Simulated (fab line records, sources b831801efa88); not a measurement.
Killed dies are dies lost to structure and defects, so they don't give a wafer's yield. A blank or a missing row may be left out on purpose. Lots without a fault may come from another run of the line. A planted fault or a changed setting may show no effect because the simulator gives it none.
Problem report in the 8D (eight disciplines) form, filled by code | flow sky130 | the parts of the form that need people (team, actions taken, sign-off) are left out

1. THE PROBLEM
cd_nm at SKY_LOCAL_INTERCONNECT_CD_MEAS_11 reads a mean of 126.2 nm on 3 wafers of 2 lots; wafers without a fault read 169.3 nm with a standard deviation of 1.3. That is -33 standard deviations from the usual mean.
The step: target cd 170 nm.
First seen on wafer L383.3, day 31 04:34, on cd_sem-02. The record holds 39 wafers of 13 lots with a number at this step. Rule for "out", or "out of limits": more than 4 standard deviations from the usual mean. The other wafers with a number count as sound.

2. WHAT IT IS AND WHAT IT IS NOT
question                    | is                     | is not
which readings at this step | cd_nm                  | -
which lots                  | L383, L386             | L381, L382, L393, L394, L395, L396, L398, L399, L400, L401, L403
which wafers of those lots  | L383.3, L383.6, L386.6 | L383.5, L386.2, L386.4
read on which gauges        | cd_sem-02              | cd_sem-01
when                        | from day 31 04:34      | up to then (7 sound wafers); but 29 sound wafers of L386, L393, L394, L395, L396, L398, L399, L400, L401, L403 came after

3. SUSPECTS, AND WHAT RULES EACH OUT
Counting: a tool at a process step up to the reading stays a suspect if it ran every lot that is out. Sound lots after the first of them don't rule it out here, since some wafers of a struck lot are sound.
- the gauge at SKY_LOCAL_INTERCONNECT_CD_MEAS_11: ruled out. All the wafers that are out were read on cd_sem-02, but those of them that SKY_PAD_OPEN_PROBE_99 has rows for are out there too, on other tools.
- krf_scanner-02 at SKY_LOCAL_INTERCONNECT_EXPOSE_08 (exposes mask LI1M, target cd 170 nm): kept. It ran every lot that is out, first L383 (day 30 14:28); its last sound lot up to then is L382 (day 30 06:07).
Left after counting: krf_scanner-02 at SKY_LOCAL_INTERCONNECT_EXPOSE_08.

4. THE CAUSE (what the simulator had put in)
Process parameter drift: krf_scanner-02, from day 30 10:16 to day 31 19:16, at SKY_LOCAL_INTERCONNECT_EXPOSE_08. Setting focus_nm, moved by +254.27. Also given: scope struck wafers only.
Counting left only this tool.

5. THE CHAIN OF EFFECTS, in route order
Each row: a reading whose mean over the struck wafers that have a number lies more than 3 standard deviations from the usual. Only readings for which the record gives a usual standard deviation are gone through. hours: the time from each lot's start at the first step in this table that gives one to its start at this step, as a median over the lots. sigmas: the change in usual standard deviations.
hours | step                              | reading            | usual    | on struck wafers | change | sigmas
0     | SKY_LOCAL_INTERCONNECT_CD_MEAS_11 | cd_nm              | 169.3 nm | 126.2            | -43.1  | -33
364   | SKY_PAD_OPEN_PROBE_99             | killed_at_contacts | 25       | 423              | +398   | +75
364   | SKY_PAD_OPEN_PROBE_99             | killed_dies        | 85       | 485              | +400   | +43
364   | SKY_PAD_OPEN_PROBE_99             | killed_on_rim      | 17       | 96               | +79    | +20
The process steps in it:
- SKY_PAD_OPEN_PROBE_99

6. WHAT WOULD HAVE CAUGHT IT SOONER
In this record the first reading out of limits at a measuring or inspecting step was taken at day 31 04:34, 18 hours after the fault began at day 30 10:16.
Of the tool readings at SKY_LOCAL_INTERCONNECT_EXPOSE_08 for which the record gives a usual standard deviation, none was out on any struck wafer, so an alarm limit of 4 standard deviations on them would not have fired.
Of the lots that are out (2), L386 began SKY_LOCAL_INTERCONNECT_EXPOSE_08 on krf_scanner-02 after day 31 04:34. A hold on the tool at that time would have spared it.
